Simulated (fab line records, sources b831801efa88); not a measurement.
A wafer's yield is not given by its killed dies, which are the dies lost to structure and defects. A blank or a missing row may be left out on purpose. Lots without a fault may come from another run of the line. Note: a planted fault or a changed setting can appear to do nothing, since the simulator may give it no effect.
The tool behind it: which one? / flow sky130 / 7 lots, 21 wafers sampled, at 2 steps of a route of 708

== WHAT EACH GAUGE READ, for each wafer ==
SKY_DNWELL_TW_MEAS_09.
lot=L747; measured=day 3 10:37; on=film-metro-02; DNWELL_TW=1123 1121 1113
lot=L749; measured=day 3 21:32; on=film-metro-03; DNWELL_TW=1095 1102 1097
lot=L751; measured=day 4 08:17; on=film-metro-02; DNWELL_TW=1115 1106 1108
lot=L753; measured=day 4 22:46; on=film-metro-02; DNWELL_TW=1116 1113 1117
lot=L756; measured=day 5 10:13; on=film-metro-04; DNWELL_TW=1119 1116 1116
lot=L765; measured=day 7 10:00; on=film-metro-03; DNWELL_TW=1104 1106 1104
lot=L767; measured=day 7 23:08; on=film-metro-02; DNWELL_TW=1101 1102 1102

== EACH LOT AND THE TOOL THAT RAN IT (in order: tool; ch and the chambers of the sampled wafers; start) ==
lot=L747; SKY_FIELD_ISO_ETCH_15=rie-diel-04 ch 0,1,2, day 2 12:09
lot=L749; SKY_FIELD_ISO_ETCH_15=rie-diel-02 ch 0,1,3, day 2 22:14
lot=L751; SKY_FIELD_ISO_ETCH_15=rie-diel-03 ch 2,3, day 3 06:47
lot=L753; SKY_FIELD_ISO_ETCH_15=rie-diel-02 ch 0,1,2, day 3 17:34
lot=L756; SKY_FIELD_ISO_ETCH_15=rie-diel-03 ch 0,2,3, day 4 08:41
lot=L765; SKY_FIELD_ISO_ETCH_15=rie-diel-02 ch 0,3, day 6 07:45
lot=L767; SKY_FIELD_ISO_ETCH_15=rie-diel-03 ch 2,3, day 6 17:42
- SKY_FIELD_ISO_ETCH_15: etches the open film in CHF3/O2, stops on Si, target depth 180 nm, time 72 s.

== THE ANSWER, worked out from the rows above alone ==
Rule: what is usual is taken from the lots themselves. The widest of any qualifying gaps counts: lots, ordered by their means at a reading, are off when they make up no more than a third of the lots, leave a main group of 4 or more, and stand apart from it by 3 or more times the standard deviation of that group's means. The tables above print the reading to a certain number of digits; a main group whose means all agree to those digits is not used. A lot without any number at a reading at which 4 lots or more have one is off too. Where the step has rows for the other lots, those lots are counted as sound.
Across all readings shown, no lot is off: no conclusion can be drawn from this.

== WHAT THE SIMULATOR HAD PUT IN ==
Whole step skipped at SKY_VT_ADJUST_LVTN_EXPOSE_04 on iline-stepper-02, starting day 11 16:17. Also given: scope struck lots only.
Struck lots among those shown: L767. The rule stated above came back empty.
